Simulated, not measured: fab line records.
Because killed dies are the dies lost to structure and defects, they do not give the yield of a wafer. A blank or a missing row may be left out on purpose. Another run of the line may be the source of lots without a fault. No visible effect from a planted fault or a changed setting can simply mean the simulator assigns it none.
Which tool is to blame? || flow gf180mcu || Sampling: 13 lots, 39 wafers, 5 of 602 route steps

WHAT EACH GAUGE READ, for each wafer
GF_POLY_GATE_THK_MEAS_01.
{"lot": "L210", "measured": "day 8 08:20", "on": "film metro-03", "POLY_GATE_CVD_00_THK (nm)": "198.2 197.3 198.3"}
{"lot": "L212", "measured": "day 8 22:47", "on": "film metro-04", "POLY_GATE_CVD_00_THK (nm)": "197.9 196.2 196.9"}
{"lot": "L213", "measured": "day 9 02:48", "on": "film metro-01", "POLY_GATE_CVD_00_THK (nm)": "198.4 200.8 200.4"}
{"lot": "L214", "measured": "day 9 13:01", "on": "film metro-01", "POLY_GATE_CVD_00_THK (nm)": "200.7 200.2 200.5"}
{"lot": "L215", "measured": "day 9 19:42", "on": "film metro-01", "POLY_GATE_CVD_00_THK (nm)": "198.4 196.6 198.0"}
{"lot": "L216", "measured": "day 10 04:34", "on": "film metro-03", "POLY_GATE_CVD_00_THK (nm)": "199.4 199.5 200.3"}
{"lot": "L217", "measured": "day 10 13:35", "on": "film metro-04", "POLY_GATE_CVD_00_THK (nm)": "200.1 200.3 200.7"}
{"lot": "L218", "measured": "day 10 19:14", "on": "film metro-03", "POLY_GATE_CVD_00_THK (nm)": "200.2 199.6 199.9"}
{"lot": "L219", "measured": "day 11 04:53", "on": "film metro-04", "POLY_GATE_CVD_00_THK (nm)": "198.7 198.6 202.1"}
{"lot": "L220", "measured": "day 11 11:35", "on": "film metro-01", "POLY_GATE_CVD_00_THK (nm)": "197.5 198.8 200.4"}
{"lot": "L224", "measured": "day 12 20:45", "on": "film metro-01", "POLY_GATE_CVD_00_THK (nm)": "308.2 308.9 308.2"}
{"lot": "L233", "measured": "day 15 01:29", "on": "film metro-04", "POLY_GATE_CVD_00_THK (nm)": "200.0 199.2 199.4"}
{"lot": "L232", "measured": "day 15 03:59", "on": "film metro-03", "POLY_GATE_CVD_00_THK (nm)": "202.8 203.1 204.4"}

GF_HV_LDD_TW_MEAS_38.
{"lot": "L210", "measured": "day 11 11:46", "on": "film metro-03", "HV_LDD_3_TW": "1431 1434 1439"}
{"lot": "L212", "measured": "day 12 01:05", "on": "film metro-03", "HV_LDD_3_TW": "1420 1420 1412"}
{"lot": "L213", "measured": "day 12 05:51", "on": "film metro-03", "HV_LDD_3_TW": "1422 1415 1413"}
{"lot": "L214", "measured": "day 12 16:19", "on": "film metro-02", "HV_LDD_3_TW": "1434 1432 1440"}
{"lot": "L215", "measured": "day 12 23:38", "on": "film metro-04", "HV_LDD_3_TW": "1452 1464 1455"}
{"lot": "L216", "measured": "day 13 15:04", "on": "film metro-03", "HV_LDD_3_TW": "1436 1433 1432"}
{"lot": "L217", "measured": "day 14 01:33", "on": "film metro-02", "HV_LDD_3_TW": "1445 1438 1442"}
{"lot": "L218", "measured": "day 14 06:32", "on": "film metro-02", "HV_LDD_3_TW": "1438 1431 1445"}
{"lot": "L219", "measured": "day 14 14:33", "on": "film metro-02", "HV_LDD_3_TW": "1445 1435 1444"}
{"lot": "L220", "measured": "day 14 21:00", "on": "film metro-02", "HV_LDD_3_TW": "1451 1449 1445"}
{"lot": "L233", "measured": "day 18 23:20", "on": "film metro-02", "HV_LDD_3_TW": "1438 1445 1434"}
{"lot": "L232", "measured": "day 19 01:55", "on": "film metro-04", "HV_LDD_3_TW": "1457 1452 1453"}

GF_SALICIDE_RS_MEAS_04: a four-point-probe measurement.
{"lot": "L210", "measured": "day 14 22:01", "on": "film metro-03", "SALICIDE_TIN_RS (ohm/sq)": "16.0 16.0 16.0"}
{"lot": "L212", "measured": "day 15 17:08", "on": "film metro-04", "SALICIDE_TIN_RS (ohm/sq)": "16.6 16.8 16.4"}
{"lot": "L213", "measured": "day 15 22:13", "on": "film metro-04", "SALICIDE_TIN_RS (ohm/sq)": "16.0 15.8 15.9"}
{"lot": "L214", "measured": "day 16 07:44", "on": "film metro-04", "SALICIDE_TIN_RS (ohm/sq)": "16.0 16.1 16.3"}
{"lot": "L215", "measured": "day 16 16:34", "on": "film metro-03", "SALICIDE_TIN_RS (ohm/sq)": "16.2 16.6 16.6"}
{"lot": "L216", "measured": "day 17 09:16", "on": "film metro-04", "SALICIDE_TIN_RS (ohm/sq)": "16.5 16.9 16.8"}
{"lot": "L217", "measured": "day 17 22:31", "on": "film metro-01", "SALICIDE_TIN_RS (ohm/sq)": "16.5 16.1 16.0"}
{"lot": "L218", "measured": "day 18 03:44", "on": "film metro-03", "SALICIDE_TIN_RS (ohm/sq)": "16.9 16.6 16.4"}
{"lot": "L219", "measured": "day 18 12:47", "on": "film metro-01", "SALICIDE_TIN_RS (ohm/sq)": "17.1 16.7 16.7"}
{"lot": "L220", "measured": "day 18 20:26", "on": "film metro-01", "SALICIDE_TIN_RS (ohm/sq)": "16.1 16.4 16.4"}
{"lot": "L233", "measured": "day 23 02:52", "on": "film metro-03", "SALICIDE_TIN_RS (ohm/sq)": "16.3 16.9 16.7"}
{"lot": "L232", "measured": "day 23 06:44", "on": "film metro-01", "SALICIDE_TIN_RS (ohm/sq)": "16.6 16.0 16.2"}

GF_M1_OVL_MEAS_15.
{"lot": "L210", "measured": "day 16 20:02", "on": "overlay-01", "M1_OVL (nm)": "4 3 6"}
{"lot": "L212", "measured": "day 17 16:35", "on": "overlay-01", "M1_OVL (nm)": "-2 -3 -2"}
{"lot": "L213", "measured": "day 17 22:12", "on": "overlay-02", "M1_OVL (nm)": "1 1 -2"}
{"lot": "L214", "measured": "day 18 07:23", "on": "overlay-02", "M1_OVL (nm)": "6 10 7"}
{"lot": "L215", "measured": "day 18 18:07", "on": "overlay-01", "M1_OVL (nm)": "-5 -5 -5"}
{"lot": "L216", "measured": "day 19 10:10", "on": "overlay-01", "M1_OVL (nm)": "2 -6 -6"}
{"lot": "L217", "measured": "day 20 00:05", "on": "overlay-01", "M1_OVL (nm)": "-14 -12 -9"}
{"lot": "L218", "measured": "day 20 06:33", "on": "overlay-02", "M1_OVL (nm)": "5 0 1"}
{"lot": "L219", "measured": "day 20 16:32", "on": "overlay-01", "M1_OVL (nm)": "3 5 6"}
{"lot": "L220", "measured": "day 20 23:59", "on": "overlay-02", "M1_OVL (nm)": "-7 -8 -4"}
{"lot": "L233", "measured": "day 25 01:54", "on": "overlay-02", "M1_OVL (nm)": "5 -1 3"}
{"lot": "L232", "measured": "day 25 05:38", "on": "overlay-02", "M1_OVL (nm)": "-3 2 6"}

WHAT TOOL EACH LOT RAN ON (gives the tool, then ch and the chambers of the sampled wafers, and finally the start)
{"lot": "L210", "GF_POLY_GATE_CVD_00": "lpcvd-02 ch 0, day 8 06:59"}
{"lot": "L212", "GF_POLY_GATE_CVD_00": "lpcvd-01 ch 0, day 8 21:28"}
{"lot": "L213", "GF_POLY_GATE_CVD_00": "lpcvd-01 ch 1, day 9 01:28"}
{"lot": "L214", "GF_POLY_GATE_CVD_00": "lpcvd-02 ch 1, day 9 11:40"}
{"lot": "L215", "GF_POLY_GATE_CVD_00": "lpcvd-01 ch 0, day 9 18:22"}
{"lot": "L216", "GF_POLY_GATE_CVD_00": "lpcvd-01 ch 0, day 10 01:33"}
{"lot": "L217", "GF_POLY_GATE_CVD_00": "lpcvd-01 ch 1, day 10 12:16"}
{"lot": "L218", "GF_POLY_GATE_CVD_00": "lpcvd-01 ch 0, day 10 17:53"}
{"lot": "L219", "GF_POLY_GATE_CVD_00": "lpcvd-01 ch 0, day 11 03:32"}
{"lot": "L220", "GF_POLY_GATE_CVD_00": "lpcvd-02 ch 0, day 11 10:15"}
{"lot": "L224", "GF_POLY_GATE_CVD_00": "lpcvd-01 ch 0, day 12 18:45"}
{"lot": "L233", "GF_POLY_GATE_CVD_00": "lpcvd-02 ch 1, day 15 00:08"}
{"lot": "L232", "GF_POLY_GATE_CVD_00": "lpcvd-02 ch 1, day 15 02:38"}
- GF_POLY_GATE_CVD_00: deposits poly-Si, target thk 200 nm, time 1200 s.

WHAT THE TOOLS THEMSELVES READ (means of the sampled wafers that have a number; where no wafer has one, the mark that the record gives instead)
GF_POLY_GATE_CVD_00.
{"lot": "L210", "tool": "lpcvd-02", "spike tc bottom C (C)": 642.1, "spike tc centre C (C)": 621.6, "spike tc lower C (C)": 620.8, "spike tc top C (C)": 638.8, "spike tc upper C (C)": 617.1, "susceptor temp C (C)": 619.97, "zone power lower pct (%)": 8.6}
{"lot": "L212", "tool": "lpcvd-01", "spike tc bottom C (C)": 643.6, "spike tc centre C (C)": 620.9, "spike tc lower C (C)": 619.3, "spike tc top C (C)": 635.9, "spike tc upper C (C)": 620.0, "susceptor temp C (C)": 619.65, "zone power lower pct (%)": 7.4}
{"lot": "L213", "tool": "lpcvd-01", "spike tc bottom C (C)": 640.2, "spike tc centre C (C)": 620.2, "spike tc lower C (C)": 621.0, "spike tc top C (C)": 639.4, "spike tc upper C (C)": 620.3, "susceptor temp C (C)": 619.97, "zone power lower pct (%)": 8.5}
{"lot": "L214", "tool": "lpcvd-02", "spike tc bottom C (C)": 639.6, "spike tc centre C (C)": 621.2, "spike tc lower C (C)": 619.1, "spike tc top C (C)": 636.6, "spike tc upper C (C)": 620.8, "susceptor temp C (C)": 619.70, "zone power lower pct (%)": 9.8}
{"lot": "L215", "tool": "lpcvd-01", "spike tc bottom C (C)": 642.7, "spike tc centre C (C)": 620.0, "spike tc lower C (C)": 619.9, "spike tc top C (C)": 635.4, "spike tc upper C (C)": 621.8, "susceptor temp C (C)": 620.33, "zone power lower pct (%)": 7.5}
{"lot": "L216", "tool": "lpcvd-01", "spike tc bottom C (C)": 642.9, "spike tc centre C (C)": 621.0, "spike tc lower C (C)": 619.7, "spike tc top C (C)": 636.5, "spike tc upper C (C)": 620.6, "susceptor temp C (C)": 619.66, "zone power lower pct (%)": 7.3}
{"lot": "L217", "tool": "lpcvd-01", "spike tc bottom C (C)": 640.9, "spike tc centre C (C)": 619.6, "spike tc lower C (C)": 621.0, "spike tc top C (C)": 638.8, "spike tc upper C (C)": 620.8, "susceptor temp C (C)": 620.31, "zone power lower pct (%)": 8.5}
{"lot": "L218", "tool": "lpcvd-01", "spike tc bottom C (C)": 643.7, "spike tc centre C (C)": 620.4, "spike tc lower C (C)": 620.6, "spike tc top C (C)": 635.1, "spike tc upper C (C)": 620.9, "susceptor temp C (C)": 619.67, "zone power lower pct (%)": 7.5}
{"lot": "L219", "tool": "lpcvd-01", "spike tc bottom C (C)": 643.4, "spike tc centre C (C)": 620.8, "spike tc lower C (C)": 620.5, "spike tc top C (C)": 636.0, "spike tc upper C (C)": 620.9, "susceptor temp C (C)": 619.95, "zone power lower pct (%)": 7.5}
{"lot": "L220", "tool": "lpcvd-02", "spike tc bottom C (C)": 642.8, "spike tc centre C (C)": 620.9, "spike tc lower C (C)": 621.1, "spike tc top C (C)": 638.5, "spike tc upper C (C)": 618.0, "susceptor temp C (C)": 619.90, "zone power lower pct (%)": 8.6}
{"lot": "L224", "tool": "lpcvd-01", "spike tc bottom C (C)": 662.6, "spike tc centre C (C)": 640.4, "spike tc lower C (C)": 640.0, "spike tc top C (C)": 654.3, "spike tc upper C (C)": 639.7, "susceptor temp C (C)": 638.97, "zone power lower pct (%)": 7.9}
{"lot": "L233", "tool": "lpcvd-02", "spike tc bottom C (C)": 640.6, "spike tc centre C (C)": 621.2, "spike tc lower C (C)": 618.2, "spike tc top C (C)": 637.5, "spike tc upper C (C)": 620.2, "susceptor temp C (C)": 619.89, "zone power lower pct (%)": 9.7}
{"lot": "L232", "tool": "lpcvd-02", "spike tc bottom C (C)": 639.8, "spike tc centre C (C)": 620.1, "spike tc lower C (C)": 618.7, "spike tc top C (C)": 638.6, "spike tc upper C (C)": 619.9, "susceptor temp C (C)": 619.83, "zone power lower pct (%)": 9.8}

THE ANSWER, worked out from the rows above alone
Rule: the usual values come from the lots themselves. Put in order of their means at a reading, lots are off if they are a third of the lots or fewer, leave a main group of 4 or more, and stand apart from it by a gap of 3 or more times the standard deviation of the main group's means; of several such gaps the widest counts. A main group is skipped when, at the precision printed for the reading in the tables above, its means are all equal. Also off: a lot with no number at a reading for which 4 or more lots have one. The other lots that the step has rows for count as sound. After the gauges, taken in route order, come the tools' own readings; for these a lot's mean is taken, as printed above. At the first step where some lot is off, the reading lying furthest off is the one used; lots without a number count as furthest.
Off: at GF_POLY_GATE_THK_MEAS_01 (POLY_GATE_CVD_00_THK), L224. The main group has a mean of 199.6 nm with a standard deviation of 1.6.
A tool fits if, at a process step before that reading, it ran every lot that is off, and no sound lot after the first of them. Not tried: the gauges at GF_POLY_GATE_THK_MEAS_01; whatever is off there is also off at GF_POLY_GATE_CVD_00, on other tools, and gauge error can't account for it. One fits: GF_POLY_GATE_CVD_00 on lpcvd-01. Its last sound lot is L219 (day 11 03:32), its first lot that is off L224 (day 12 18:45): a fault that began between those two fits.
The tool's own readings at GF_POLY_GATE_CVD_00 bear it out: on the lots that are off they differ by more than 5 times the standard deviation of the sound lots' means. spike tc bottom C reads 662.6 C there against 641.9 C on the sound lots; spike tc centre C reads 640.4 C there against 620.7 C on the sound lots; spike tc lower C reads 640.0 C there against 620.0 C on the sound lots; spike tc top C reads 654.3 C there against 637.3 C on the sound lots; spike tc upper C reads 639.7 C there against 620.1 C on the sound lots; susceptor temp C reads 638.97 C there against 619.90 C on the sound lots.

WHAT THE SIMULATOR HAD INSERTED
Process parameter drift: lpcvd-01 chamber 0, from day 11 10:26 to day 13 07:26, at GF_POLY_GATE_CVD_00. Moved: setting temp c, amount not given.
Lots struck among those shown: L224. This agrees with what the rule above found.
